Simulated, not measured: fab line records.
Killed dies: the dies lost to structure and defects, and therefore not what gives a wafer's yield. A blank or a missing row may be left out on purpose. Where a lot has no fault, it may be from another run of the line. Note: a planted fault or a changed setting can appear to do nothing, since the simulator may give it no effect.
fab line records | flow gf180mcu | part 2 of 2: steps 28 to 40 of 40
record lots=5 wafers=15 lastDay=34
route steps=602 shown DUAL_GATE@147 POLY_GATE@157 HV_LDD@176
lots with no fault: from the same line, run without faults
startH: start of the lot's first displayed wafer, in hours after the record's first day | waitH: time in hours since the lot's previous step | " as in the row above | L1.1+2: a row that stands for several wafers | - either no value or no given start | * or withheld: withheld | < > ~ a bound
route shown NAME@n: names a module that has steps shown in the file, with the first one's number in the route | usual: mean and standard deviation over wafers with no fault | same: alike in all rows | chamber/n: place in a boat | sites: each site's reading | _std_site: the standard deviation of these | _edge_site: outer sites' mean less inner sites' | radiusMm: how far each site lies from the wafer's centre | mask NAME#n: copy n | behind: the tool/chamber that last shaped the wafer | hold: what put the lot on hold/how long, in hours/how the hold closed | device: names the non-switching transistor (n, p or np) | end of line: tests run on the same wafers once the route is complete | a step with no rows: only its recipe | killed: the dies lost at the first sort to structure and to defects; this is not the yield of the wafer | map: a wafer's dies, x killed, . not, _ none there
set.NAME: the setting as run; set.NAME@STEP: as run at that earlier step | model.NAME: the simulator's own value behind a step, which no gauge read
lots seen at some steps along the route; tables by step, rows by wafer
services: the hour from which a tool's chamber was out of use, counted from the record's first day as startH (under 0 if before that day), plus the number of hours and why
## steps
# step GF_POLY_GATE_THK_MEAS_17
# recipe reads=SiO2_of_POLY_GATE_OXIDATION_16
# usual POLY_GATE_OXIDATION_THK=3.94/0.11
# columns lot.wafer tool chamber startH waitH POLY_GATE_OXIDATION_THK[nm]
L082.1 filmMetro-02 - 257.76 0.0 4.21
L082.2 " - " " 4.13
L082.4 " - " " 4.12
L085.2 filmMetro-03 - 284.88 0.0 3.87
L085.3 " - " " 3.84
L085.6 " - " " 3.85
L087.1 filmMetro-03 - 293.26 0.0 3.82
L087.4 " - " " 3.84
L087.5 " - " " 3.95
L091.2 filmMetro-02 - 324.81 0.0 4.03
L091.3 " - " " 4.07
L091.6 " - " " 4.02
L097.1 filmMetro-03 - 365.83 0.0 4.01
L097.3 " - " " 3.92
L097.4 " - " " 4.02
# step GF_POLY_GATE_CD_MEAS_18
# usual cdNm=279.6/1.8
# columns lot.wafer tool chamber startH waitH cdNm
L082.1 cdSem-02 - 257.82 0.1 282.1
L082.2 " - " " 282.5
L082.4 " - " " 283.1
L085.2 cdSem-02 - 285.07 0.2 277.1
L085.3 " - " " 277.9
L085.6 " - " " 279.0
L087.1 cdSem-02 - 293.32 0.1 281.3
L087.4 " - " " 281.1
L087.5 " - " " 277.1
L091.2 cdSem-01 - 324.89 0.1 278.9
L091.3 " - " " 276.8
L091.6 " - " " 278.8
L097.1 cdSem-01 - 365.89 0.1 283.0
L097.3 " - " " 278.7
L097.4 " - " " 283.9
# step GF_HV_LDD_DEHYDRATE_00
# recipe tempC=200 timeS=60
# columns lot.wafer tool chamber startH waitH
L082.1+2+4 lithoTrack-03 0 266.60 8.8
L085.2+3+6 lithoTrack-02 0 294.07 9.0
L087.1+4+5 lithoTrack-04 0 302.68 9.3
L091.2+3+6 lithoTrack-03 0 334.93 10.0
L097.1+3+4 lithoTrack-04 0 376.73 10.8
# step GF_HV_LDD_HMDS_01
# recipe primeTimeS=60 primeTempC=120
# columns lot.wafer tool chamber startH waitH
L082.1+2+4 lithoTrack-03 0 266.75 0.1
L085.2+3+6 lithoTrack-02 0 294.22 0.1
L087.1+4+5 lithoTrack-04 0 302.83 0.1
L091.2+3+6 lithoTrack-03 0 335.08 0.1
L097.1+3+4 lithoTrack-04 0 376.88 0.1
# step GF_HV_LDD_COAT_02
# recipe resist=NOVOLAK spinRpm=3000 resistThkNm=1000
# usual dispensePressureKPa=50/3.3
# columns lot.wafer tool chamber startH waitH dispensePressureKPa
L082.1 lithoTrack-03 0 266.90 0.1 55
L082.2 " 0 " " 55
L082.4 " 0 " " 55
L085.2 lithoTrack-02 0 294.37 0.1 50
L085.3 " 0 " " 50
L085.6 " 0 " " 50
L087.1 lithoTrack-04 0 302.98 0.1 46
L087.4 " 0 " " 46
L087.5 " 0 " " 46
L091.2 lithoTrack-03 0 335.23 0.1 55
L091.3 " 0 " " 55
L091.6 " 0 " " 55
L097.1 lithoTrack-04 0 377.03 0.1 46
L097.3 " 0 " " 46
L097.4 " 0 " " 46
# step GF_HV_LDD_SOFTBAKE_03
# recipe tempC=90 timeS=60 resist=NOVOLAK
# columns lot.wafer tool chamber startH waitH
L082.1+2+4 lithoTrack-03 0 267.05 0.1
L085.2+3+6 lithoTrack-02 0 294.52 0.1
L087.1+4+5 lithoTrack-04 0 303.13 0.1
L091.2+3+6 lithoTrack-03 0 335.38 0.1
L097.1+3+4 lithoTrack-04 0 377.18 0.1
# step GF_HV_LDD_EXPOSE_04
# recipe maskId=Nplus_LV_AREA targetCdNm=400 na=0.6 sourceShape=conventional sigmaOuter=0.6 doseMj=140
# same sigmaOuter=0.6
# columns lot.wafer tool chamber startH waitH mask
L082.1+2+4 ilineStepper-02 0 - - Nplus_LV_AREA#0
L085.2+3+6 ilineStepper-02 0 - - Nplus_LV_AREA#0
L087.1+4+5 ilineStepper-01 0 - - Nplus_LV_AREA#0
L091.2+3+6 ilineStepper-01 0 - - Nplus_LV_AREA#0
L097.1+3+4 ilineStepper-01 0 - - Nplus_LV_AREA#0
# step GF_HV_LDD_PEB_05
# recipe tempC=withheld timeS=* resist=NOVOLAK
# columns lot.wafer tool chamber startH waitH
L082.1+2+4 lithoTrack-02 0 - -
L085.2+3+6 lithoTrack-04 0 - -
L087.1+4+5 lithoTrack-02 0 - -
L091.2+3+6 lithoTrack-03 0 - -
L097.1+3+4 lithoTrack-03 0 - -
# step GF_HV_LDD_DEVELOP_06
# recipe developTimeS=60 devTempC=23
# columns lot.wafer tool chamber startH waitH
L082.1+2+4 lithoTrack-02 0 276.94 0.1
L085.2+3+6 lithoTrack-04 0 305.16 0.1
L087.1+4+5 lithoTrack-02 0 313.84 0.1
L091.2+3+6 lithoTrack-03 0 346.28 0.1
L097.1+3+4 lithoTrack-03 0 388.45 0.1
# step GF_HV_LDD_CD_MEAS_07
# recipe targetCdNm=400
# usual cdNm=399.3/1.5
# columns lot.wafer tool chamber startH waitH cdNm
L082.1 cdSem-01 - 277.09 0.1 398.4
L082.2 " - " " 400.7
L082.4 " - " " 399.9
L085.2 cdSem-02 - 305.30 0.1 401.0
L085.3 " - " " 400.1
L085.6 " - " " 397.7
L087.1 cdSem-02 - 313.99 0.1 396.3
L087.4 " - " " 395.3
L087.5 " - " " 397.4
L091.2 cdSem-01 - 346.42 0.1 397.1
L091.3 " - " " 395.1
L091.6 " - " " 398.8
L097.1 cdSem-02 - 388.60 0.1 400.3
L097.3 " - " " 398.6
L097.4 " - " " 398.4
# step GF_HV_LDD_OVL_MEAS_08
# usual HV_LDD_OVL=0.1/1.3
# columns lot.wafer tool chamber startH waitH HV_LDD_OVL[nm]
L082.1 overlay-02 - 277.21 0.1 -1.1
L082.2 " - " " 0.6
L082.4 " - " " 0.9
L085.2 overlay-02 - 305.41 0.1 -0.7
L085.3 " - " " -0.5
L085.6 " - " " -0.3
L087.1 overlay-02 - 314.11 0.1 0.1
L087.4 " - " " 0.3
L087.5 " - " " 1.5
L091.2 overlay-01 - 346.53 0.1 0.7
L091.3 " - " " -0.1
L091.6 " - " " 1.9
L097.1 overlay-01 - 388.72 0.1 1.0
L097.3 " - " " 0.7
L097.4 " - " " 1.9
# step GF_HV_LDD_IMPLANT_09
# recipe species=As energyKev=40 doseCm2=1e+14 tiltDeg=7
# columns lot.wafer tool chamber startH waitH
L082.1+2+4 implanter-04 0 277.25 0.0
L085.2+3+6 implanter-02 0 305.47 0.0
L087.1+4+5 implanter-03 0 314.15 0.0
L091.2+3+6 implanter-03 0 346.58 0.0
L097.1+3+4 implanter-03 0 388.76 0.0
# step GF_HV_LDD_STRIP_10
# recipe chemistry=O2/N2 powerW=1400 pressureMtorr=1500 platenTempC=250 o2FlowSccm=3000 n2FlowSccm=300 overashFraction=0.5
# usual chamberPressureMTorr=1500.0/1.4 drypumpMotorCurrentA=5.5/0.33 heaterPowerW=326/14 n2FlowSccm=300.0/0.84 oesProductAu=0.716/0.0044 stripTimeToEndpointS=12.63/0.036
# columns lot.wafer tool chamber startH waitH chamberPressureMTorr drypumpMotorCurrentA heaterPowerW n2FlowSccm oesProductAu rfHoursCounterH stripTimeToEndpointS
L082.1 plasmaAsher-04 0 277.40 0.1 1499.0 5.6 328 299.6 0.717 16 12.57
L082.2 " 1 " " 1500.0 5.4 346 299.8 0.716 16 12.56
L082.4 " 0 " " 1499.2 5.7 339 299.3 0.711 - 12.55
L085.2 plasmaAsher-03 0 305.59 0.1 1501.2 5.2 328 300.0 0.719 64 12.63
L085.3 " 1 " " 1497.9 6.0 309 301.7 0.707 - 12.68
L085.6 " 1 " " 1501.3 6.0 311 300.2 0.719 - 12.65
L087.1 plasmaAsher-03 1 314.30 0.1 1500.3 6.0 308 301.2 0.724 65 12.69
L087.4 " 1 " " 1499.5 6.0 318 301.3 0.713 - 12.65
L087.5 " 0 " " 1499.5 5.2 325 298.7 0.717 - 12.65
L091.2 plasmaAsher-03 1 346.71 0.1 1500.4 6.0 311 301.8 0.718 68 12.64
L091.3 " 1 " " 1499.6 6.0 313 301.3 0.710 - 12.66
L091.6 " 0 " " 1500.4 5.3 325 299.0 0.717 - 12.68
L097.1 plasmaAsher-03 1 388.91 0.1 1496.9 6.0 316 299.9 0.722 73 12.57
L097.3 " 0 " " 1501.1 5.2 327 299.7 0.717 - 12.63
L097.4 " 1 " " 1501.1 6.0 309 299.7 0.708 - 12.63
## services
# columns tool chamber startH hours kind
krfScanner-01 - 202.38 0.8 pm
lpcvd-01 - 208.56 2.8 pm
krfScanner-01 - 219.17 4.0 pm
plasmaAsher-02 - 233.44 1.7 repair
wetBench-04 - 263.41 1.6 repair
ilineStepper-02 - 281.57 1.7 pm
wetBench-03 - 286.10 1.0 repair
ilineStepper-01 - 289.19 4.4 pm
implanter-03 - 289.66 3.0 repair
krfScanner-01 - 290.37 1.3 pm
rieDiel-01 - 294.78 0.3 repair
ilineStepper-01 - 327.82 0.7 repair
krfScanner-01 - 329.95 4.1 repair
ilineStepper-01 - 341.21 7.6 repair
ilineStepper-01 - 341.99 14.9 repair
furnace-02 - 344.92 13.1 repair
krfScanner-01 - 350.13 1.0 pm
ilineStepper-02 - 356.96 2.1 pm
furnace-02 - 358.04 3.1 pm
ilineStepper-02 - 359.04 8.9 pm
rieSi-02 - 361.41 0.2 repair
ilineStepper-01 - 367.93 2.1 pm
ilineStepper-01 - 370.02 1.7 pm
krfScanner-01 - 371.18 0.8 pm
